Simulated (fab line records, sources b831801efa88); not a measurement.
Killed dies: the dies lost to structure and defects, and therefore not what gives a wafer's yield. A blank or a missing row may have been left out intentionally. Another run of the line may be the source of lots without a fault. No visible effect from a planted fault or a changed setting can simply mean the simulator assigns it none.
Which tool did it? / flow gf180mcu / 14 lots, 42 wafers sampled, at 1 step of a route of 602

## WHAT EACH GAUGE READ, for each wafer
GF_SALICIDE_THK_MEAS_05: measures by xrf.
lot=L382; measured=day 15 17:44; on=film-metro-04; SALICIDE_TIN_THK (nm)=20.2 20.2 20.2
lot=L384; measured=day 16 12:49; on=film-metro-04; SALICIDE_TIN_THK (nm)=20.2 20.0 19.9
lot=L385; measured=day 16 22:49; on=film-metro-03; SALICIDE_TIN_THK (nm)=19.9 20.4 20.3
lot=L386; measured=day 17 10:18; on=film-metro-01; SALICIDE_TIN_THK (nm)=20.3 20.3 20.2
lot=L387; measured=day 17 13:43; on=film-metro-03; SALICIDE_TIN_THK (nm)=20.7 20.3 20.6
lot=L388; measured=day 18 04:16; on=film-metro-01; SALICIDE_TIN_THK (nm)=20.4 19.9 20.3
lot=L389; measured=day 18 11:35; on=film-metro-04; SALICIDE_TIN_THK (nm)=20.8 20.9 20.8
lot=L390; measured=day 18 18:33; on=film-metro-04; SALICIDE_TIN_THK (nm)=20.5 20.4 20.3
lot=L391; measured=day 19 04:28; on=film-metro-04; SALICIDE_TIN_THK (nm)=20.9 21.0 21.0
lot=L394; measured=day 20 01:17; on=film-metro-03; SALICIDE_TIN_THK (nm)=20.2 20.2 20.0
lot=L395; measured=day 20 15:52; on=film-metro-04; SALICIDE_TIN_THK (nm)=20.8 20.7 20.8
lot=L398; measured=day 21 12:24; on=film-metro-03; SALICIDE_TIN_THK (nm)=20.6 20.6 20.5
lot=L402; measured=day 22 22:07; on=film-metro-04; SALICIDE_TIN_THK (nm)=20.1 20.0 19.9
lot=L403; measured=day 23 02:28; on=film-metro-04; SALICIDE_TIN_THK (nm)=20.4 20.4 20.3

## WHAT TOOL EACH LOT RAN ON (gives the tool, then ch and the chambers of the sampled wafers, and finally the start)
There is no process step in the record ahead of these readings.

## AS READ BY THE TOOLS THEMSELVES (means over the sampled wafers that have a number; for cases with no such wafer, the mark the record gives instead)
The record holds no such reading with a usual standard deviation.

## THE ANSWER, worked out from the rows above alone
Rule: what is usual is taken from the lots themselves. The widest of any qualifying gaps counts: lots, ordered by their means at a reading, are off when they make up no more than a third of the lots, leave a main group of 4 or more, and stand apart from it by 3 or more times the standard deviation of that group's means. A main group is skipped when, at the precision printed for the reading in the tables above, its means are all equal. Also off: a lot with no number at a reading for which 4 or more lots have one. All remaining lots with rows at the step are treated as sound. First the gauges in route order, then the tools' own readings, where a lot's mean is used as printed above. At the first step where some lot is off, the reading lying furthest off is the one used; lots without a number count as furthest.
No lot is off on any of the readings shown, so nothing can be concluded from this.

## WHAT THE SIMULATOR HAD PUT IN
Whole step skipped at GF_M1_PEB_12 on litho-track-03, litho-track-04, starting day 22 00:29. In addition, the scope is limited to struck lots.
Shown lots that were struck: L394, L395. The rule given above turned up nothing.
